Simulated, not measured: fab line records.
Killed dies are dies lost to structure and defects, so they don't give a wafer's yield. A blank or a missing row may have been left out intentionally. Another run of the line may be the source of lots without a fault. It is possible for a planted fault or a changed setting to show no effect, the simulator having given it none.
fab line records	flow sfqLine
[record] lots = 14	wafers = 42	lastDay = 93
route steps=325 shown I3@135 JJ@193 R5@213
lots with no fault: from the same line, run without faults
startH: hours from the record's opening day to when the first of the lot's shown wafers began	waitH: time in hours since the lot's previous step	" unchanged from the row above	L1.1+2: a row that stands for several wafers	- no value, or no start given	* or withheld: withheld	< > ~ a bound
route shown NAME@n: names a module that has steps shown in the file, with the first one's number in the route	usual: mean/standard deviation of fault-free wafers	same: alike in all rows	chamber/n: place in a boat	sites: per-site readings	_std_site: their standard deviation	_edge_site: inner sites' mean taken away from outer sites' mean	radiusMm: for every site, how far away it sits from the centre of the wafer	mask NAME#n: copy n	behind: the last tool/chamber to shape the wafer	hold: cause of the lot's hold/its duration in hours/its outcome	device: the transistor (n, p or np) that didn't switch	end of line: at the end of the route, the tests of the same wafers	where a step has no rows: the recipe by itself	killed: at the first sort, the dies lost to defects and structure; wafer yield is something else	map: dies across one wafer; x = killed, . = not, _ = none there
set.NAME: setting as actually run; set.NAME@STEP: the setting as run at that earlier step	model.NAME: the simulator's own value behind a step, which no gauge read
one table for each step of the route and one row for each wafer, over a sample of lots
services: a tool's chamber out of use, with start hour (startH, from the record's first day; less than 0 if before it), hours out, and reason
[[steps]]
[step SFQ_I3_BOW_MEAS_922]
[recipe] mode = bow
[usual] I3_BOW = 3/9
lot.wafer	tool	chamber	startH	waitH	I3_BOW[um]
L473.2	filmMetro-01	-	819.01	1.5	15
L473.3	"	-	"	"	13
L473.6	"	-	"	"	13
L474.1	filmMetro-01	-	834.01	2.5	-6
L474.3	"	-	"	"	5
L474.4	"	-	"	"	2
L476.2	filmMetro-01	-	966.73	2.0	-1
L476.5	"	-	"	"	4
L476.6	"	-	"	"	4
L477.4	filmMetro-04	-	975.77	2.1	5
L477.5	"	-	"	"	-1
L477.6	"	-	"	"	8
L478.1	filmMetro-04	-	984.71	1.5	-9
L478.3	"	-	"	"	-4
L478.4	"	-	"	"	1
L485.2	filmMetro-02	-	1175.68	1.5	-8
L485.3	"	-	"	"	6
L485.4	"	-	"	"	-7
L486.1	filmMetro-04	-	1180.87	2.0	4
L486.2	"	-	"	"	1
L486.4	"	-	"	"	-1
L487.1	filmMetro-02	-	1185.71	1.0	2
L487.3	"	-	"	"	-1
L487.4	"	-	"	"	-13
L491.2	filmMetro-01	-	1198.56	1.5	-7
L491.3	"	-	"	"	-7
L491.4	"	-	"	"	-14
L492.4	filmMetro-04	-	1201.60	2.6	1
L492.5	"	-	"	"	8
L492.6	"	-	"	"	8
L493.2	filmMetro-01	-	1204.56	2.0	13
L493.4	"	-	"	"	25
L493.5	"	-	"	"	8
L494.1	filmMetro-02	-	1210.54	2.5	0
L494.2	"	-	"	"	10
L494.3	"	-	"	"	7
L495.1	filmMetro-04	-	1211.56	2.5	-2
L495.3	"	-	"	"	3
L495.6	"	-	"	"	5
L496.1	filmMetro-01	-	1213.54	1.0	3
L496.3	"	-	"	"	10
L496.4	"	-	"	"	2
[step SFQ_TRILAYER_JJ_CE_BARC_OPEN_RIE_150]
[recipe] maskMaterial = PR	chemistry = O2	targetDepthNm = 240	target = BARC	icpW = 600	biasW = 80	pressureMtorr = 10	timeS = 80
[usual] drypumpMotorCurrentA = 5.9/0.33	heBacksideLeakSccm = 3.4/0.38	oesProductAu = 0.538/0.0044
lot.wafer	tool	chamber	startH	waitH	drypumpMotorCurrentA	heBacksideLeakSccm	oesProductAu	rfHoursCounterH
L473.2	rieMetal-03	0	1221.12	0.8	5.4	3.3	0.541	62
L473.3	"	1	"	"	6.3	3.5	0.544	-
L473.6	"	0	"	"	5.4	3.3	0.535	-
L474.1	rieMetal-01	0	1222.16	1.0	5.8	3.3	0.541	21
L474.3	"	1	"	"	5.9	3.5	0.537	-
L474.4	"	0	"	"	5.8	3.5	0.540	-
L476.2	rieMetal-03	0	1294.41	0.8	5.4	3.3	0.539	69
L476.5	"	1	"	"	6.3	3.4	0.541	-
L476.6	"	0	"	"	5.4	3.3	0.535	-
L477.4	rieMetal-03	0	1296.84	0.4	5.4	3.4	0.544	-
L477.5	"	1	"	"	6.3	3.4	0.536	-
L477.6	"	0	"	"	5.5	3.3	0.537	-
L478.1	rieMetal-03	1	1298.01	1.0	6.3	3.4	0.540	30
L478.3	"	0	"	"	5.5	3.4	0.532	-
L478.4	"	1	"	"	6.3	3.4	0.534	-
L485.2	rieMetal-03	1	1458.89	0.8	6.3	3.5	0.540	54
L485.3	"	0	"	"	5.4	3.3	0.541	-
L485.4	"	1	"	"	6.3	3.7	0.543	-
L486.1	rieMetal-04	0	1466.09	1.0	5.6	3.3	0.537	6
L486.2	"	1	"	"	6.3	3.6	0.536	99
L486.4	"	0	"	"	5.7	3.3	0.542	-
L487.1	rieMetal-03	0	1468.49	1.0	5.4	3.0	0.535	95
L487.3	"	0	"	"	5.4	3.3	0.543	-
L487.4	"	1	"	"	6.3	3.3	0.545	-
L491.2	rieMetal-01	1	1475.69	0.8	5.9	3.7	0.531	125
L491.3	"	0	"	"	5.8	3.2	0.543	-
L491.4	"	1	"	"	5.9	3.6	0.532	-
L492.4	rieMetal-01	1	1476.99	0.4	5.9	3.7	0.533	-
L492.5	"	1	"	"	5.9	6.0	0.544	-
L492.6	"	0	"	"	5.8	3.3	0.538	-
L493.2	rieMetal-01	0	1478.09	0.8	5.7	3.5	0.541	51
L493.4	"	1	"	"	5.9	3.6	0.544	-
L493.5	"	0	"	"	5.8	3.5	0.536	-
L494.1	rieMetal-01	0	1479.29	1.0	5.8	3.4	0.538	51
L494.2	"	1	"	"	5.9	3.3	0.533	125
L494.3	"	1	"	"	5.9	3.4	0.531	-
L495.1	rieMetal-04	0	1480.55	1.0	5.7	3.5	0.537	10
L495.3	"	0	"	"	5.7	3.4	0.534	-
L495.6	"	1	"	"	6.3	3.6	0.545	-
L496.1	rieMetal-01	0	1481.69	1.0	5.8	3.5	0.535	52
L496.3	"	1	"	"	5.9	3.5	0.541	-
L496.4	"	0	"	"	5.7	3.7	0.536	-
[step SFQ_TRILAYER_R5_DEP_SPUTTER_133]
[recipe] material = MoNx	basePressurePa = 1.33e-06	targetThkNm = 40	powerW = 1000	timeS = 66.7	chamberPressurePa = 0.4
[usual] throttleValvePct = 29.9/0.86
lot.wafer	tool	chamber	startH	waitH	throttleValvePct
L473.2	pvdSputter-03	-	1351.17	0.0	28.2
L473.3	"	-	"	"	30.5
L473.6	"	-	"	"	28.3
L474.1	pvdSputter-05	-	1351.59	0.0	30.0
L474.3	"	-	"	"	29.4
L474.4	"	-	"	"	30.2
L476.2	pvdSputter-05	-	1416.50	0.0	29.2
L476.5	"	-	"	"	30.4
L476.6	"	-	"	"	29.4
L477.4	pvdSputter-04	-	1421.19	0.0	31.4
L477.5	"	-	"	"	28.8
L477.6	"	-	"	"	29.3
L478.1	pvdSputter-05	-	1421.30	0.0	29.2
L478.3	"	-	"	"	31.0
L478.4	"	-	"	"	29.7
L485.2	pvdSputter-03	-	1473.61	0.0	29.4
L485.3	"	-	"	"	30.0
L485.4	"	-	"	"	27.9
L486.1	pvdSputter-04	-	1582.97	0.0	31.3
L486.2	"	-	"	"	30.2
L486.4	"	-	"	"	29.2
L487.1	pvdSputter-05	-	1585.37	0.0	30.5
L487.3	"	-	"	"	29.4
L487.4	"	-	"	"	30.8
L491.2	pvdSputter-04	-	1595.57	0.0	30.3
L491.3	"	-	"	"	28.7
L491.4	"	-	"	"	31.2
L492.4	pvdSputter-05	-	1598.57	0.0	29.9
L492.5	"	-	"	"	29.2
L492.6	"	-	"	"	30.4
L493.2	pvdSputter-04	-	1604.37	0.0	29.3
L493.4	"	-	"	"	28.9
L493.5	"	-	"	"	28.8
L494.1	pvdSputter-05	-	1604.57	0.0	29.1
L494.2	"	-	"	"	31.1
L494.3	"	-	"	"	30.3
L495.1	pvdSputter-04	-	1607.37	0.0	31.3
L495.3	"	-	"	"	30.2
L495.6	"	-	"	"	29.0
L496.1	pvdSputter-05	-	1610.57	0.0	30.8
L496.3	"	-	"	"	30.1
L496.4	"	-	"	"	29.4
[step SFQ_TRILAYER_R5_ETCH_METAL_ETCH_139]
[recipe] stopOn = SiO2	maskMaterial = PR	chemistry = Cl2	targetDepthNm = 60	icpW = 600	biasW = 80	pressureMtorr = 10	timeS = 40
[usual] drypumpMotorCurrentA = 6.3/0.47	heBacksideLeakSccm = 3.5/0.34	oesProductAu = 0.989/0.0052
lot.wafer	tool	chamber	startH	waitH	drypumpMotorCurrentA	heBacksideLeakSccm	oesProductAu	rfHoursCounterH
L473.2	rieMetal-02	1	1477.91	0.0	6.8	3.3	0.999	54
L473.3	"	0	"	"	6.4	3.5	0.988	-
L473.6	"	1	"	"	6.8	3.5	0.990	-
L474.1	rieMetal-04	0	1479.11	0.0	5.7	3.4	0.992	10
L474.3	"	0	"	"	5.7	3.5	0.985	-
L474.4	"	1	"	"	6.3	3.4	0.993	-
L476.2	rieMetal-03	1	1542.34	0.0	6.3	3.5	0.987	66
L476.5	"	1	"	"	6.3	3.4	0.982	-
L476.6	"	0	"	"	5.5	3.3	0.991	-
L477.4	rieMetal-03	1	1545.96	0.0	6.3	3.5	0.979	-
L477.5	"	1	"	"	6.3	3.2	0.988	-
L477.6	"	0	"	"	5.4	3.3	0.996	-
L478.1	rieMetal-04	1	1547.14	0.0	6.3	3.6	0.985	112
L478.3	"	0	"	"	5.6	3.5	0.986	-
L478.4	"	1	"	"	6.2	3.6	0.991	-
L485.2	rieMetal-02	1	1584.73	0.0	6.8	3.5	1.001	66
L485.3	"	1	"	"	6.8	3.7	0.994	-
L485.4	"	0	"	"	6.4	3.8	0.852	-
L486.1	rieMetal-02	1	1600.70	0.0	6.8	3.4	0.860	71
L486.2	"	0	"	"	6.4	3.5	0.993	15
L486.4	"	1	"	"	6.8	3.6	0.858	-
L487.1	rieMetal-04	0	1601.90	0.0	5.6	3.3	0.974	28
L487.3	"	1	"	"	6.3	3.7	1.001	-
L487.4	"	0	"	"	5.6	3.4	0.989	-
L491.2	rieMetal-02	0	1695.05	0.0	6.4	3.7	0.984	26
L491.3	"	1	"	"	6.8	3.7	0.990	-
L491.4	"	0	"	"	6.4	3.6	0.986	-
L492.4	rieMetal-02	1	1697.47	0.0	6.9	3.7	0.999	-
L492.5	"	1	"	"	6.8	3.6	0.986	-
L492.6	"	0	"	"	6.4	5.4	0.995	-
L493.2	rieMetal-03	0	1699.85	0.0	5.4	6.5	0.988	126
L493.4	"	0	"	"	5.4	3.5	0.991	-
L493.5	"	1	"	"	6.3	3.5	0.990	-
L494.1	rieMetal-02	0	1701.05	0.0	6.4	3.6	0.983	28
L494.2	"	1	"	"	6.8	3.6	0.995	84
L494.3	"	1	"	"	6.8	3.7	0.987	-
L495.1	rieMetal-02	1	1702.25	0.0	6.9	3.7	0.990	84
L495.3	"	1	"	"	6.8	3.7	0.989	-
L495.6	"	0	"	"	6.4	3.6	0.982	-
L496.1	rieMetal-03	0	1704.65	0.0	5.4	3.4	0.988	128
L496.3	"	1	"	"	6.3	3.7	0.991	-
L496.4	"	0	"	"	5.4	3.7	0.987	-
[[services]]
tool	chamber	startH	hours	kind
pvdSputter-05	-	1204.44	2.1	repair
rieMetal-02	-	1207.42	6.1	repair
rieMetal-02	-	1228.90	0.5	repair
rieMetal-01	0	1231.91	13.3	repair
rieMetal-03	-	1232.35	14.6	pm
pvdSputter-04	-	1248.63	0.9	repair
rieMetal-04	-	1265.17	2.8	pm
pvdSputter-04	-	1266.69	1.6	repair
rieMetal-04	-	1275.22	0.6	repair
rieMetal-01	-	1298.53	28.1	pm
rieMetal-03	-	1345.24	10.6	repair
rieMetal-01	1	1371.31	12.1	repair
pvdSputter-04	-	1408.84	3.5	repair
rieMetal-02	-	1421.68	28.1	pm
rieMetal-01	0	1428.09	14.7	repair
pvdSputter-04	-	1429.59	2.5	repair
rieMetal-04	1	1436.73	1.3	repair
rieMetal-02	-	1457.38	5.9	repair
rieMetal-04	1	1511.06	3.7	repair
rieMetal-03	1	1519.43	3.0	repair
rieMetal-04	-	1612.39	10.0	pm
rieMetal-03	-	1625.62	2.8	pm
rieMetal-04	0	1635.75	5.9	repair
pvdSputter-05	-	1670.34	3.5	repair
[[key]]
[firstSign] step = SFQ_TRILAYER_R5_ETCH_METAL_ETCH_139	reading = oesProductAu	direction = down	sigmas = 25	usual = 0.989	struck = 0.857
effect none on later readings
metAt SFQ_TRILAYER_R5_ETCH_METAL_ETCH_139
struckLots L485,L486
struckWafers L485.4,L486.1,L486.4
notActingAt SFQ_I3_BOW_MEAS_922,SFQ_TRILAYER_JJ_CE_BARC_OPEN_RIE_150,SFQ_TRILAYER_R5_DEP_SPUTTER_133
onsetBetween 1477.91 1584.73
[fault] kind = processParameterDrift	tool = rieMetal-02	chamber = -	onsetH = 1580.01	steps = SFQ_TRILAYER_R5_ETCH_METAL_ETCH_139	channel = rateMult	offset = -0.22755	shape = step	endH = 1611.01	scope = struckWafersOnly
